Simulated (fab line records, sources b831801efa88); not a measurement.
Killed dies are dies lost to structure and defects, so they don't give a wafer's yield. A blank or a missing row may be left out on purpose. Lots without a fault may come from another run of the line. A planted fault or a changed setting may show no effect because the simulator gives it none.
Chamber matching | flow sfq_line | SFQ_TRILAYER_I2_VIA_BARC_OPEN_VIA_ETCH_096 on rie_diel-04: 4 sister chambers
The step etches BARC in O2, target depth 125 nm, time 41.7 s. 7 wafers are shown with their chamber, then 6 later ones without.

WAFERS WITH THEIR CHAMBER
wafer  | chamber | oes_product_au (a.u.) | bias_w (W)
L478.3 | 0       | 0.700                 | 80.27
L486.2 | 3       | 0.680                 | 79.62
L486.4 | 1       | 0.684                 | 80.04
L486.6 | 3       | 0.681                 | 80.06
L490.2 | 1       | 0.679                 | 79.79
L490.3 | 2       | 0.690                 | 79.71
L490.5 | 2       | 0.682                 | 80.13

WAFERS WITHOUT THEIR CHAMBER
wafer  | oes_product_au (a.u.) | bias_w (W)
L492.1 | 0.683                 | 79.93
L492.2 | 0.681                 | 80.17
L492.6 | 0.685                 | 80.10
L493.2 | 0.686                 | 79.95
L493.4 | 0.681                 | 80.31
L493.6 | 0.687                 | 79.97

WHICH CHAMBER EACH WENT THROUGH
wafer  | from the rows above          | in truth
L492.1 | can't be placed: 1 or 3 or 2 | 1
L492.2 | can't be placed: 1 or 3 or 2 | 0
L492.6 | can't be placed: 2 or 1 or 3 | 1
L493.2 | can't be placed: 2 or 1 or 3 | 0
L493.4 | can't be placed: 1 or 3 or 2 | 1
L493.6 | can't be placed: 2 or 1 or 3 | 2
Placed correctly: 0 of 6. Can't be placed from these rows: 6 (the true chamber is among the candidates in 4). Placed wrongly: 0.
How it was worked out, from the rows above alone: a wafer's distance from a chamber is the root of the sum, over the readings, of the square of ((its reading less the chamber's mean) divided by the reading's scatter). The wafer belongs to the nearest chamber; if the next one is less than 2 further off, it can't be placed. A chamber's mean is the mean of its shown wafers. The scatter: the root of (the sum of the squares of (reading less its chamber's mean) over the shown wafers, divided by (wafers less chambers)).
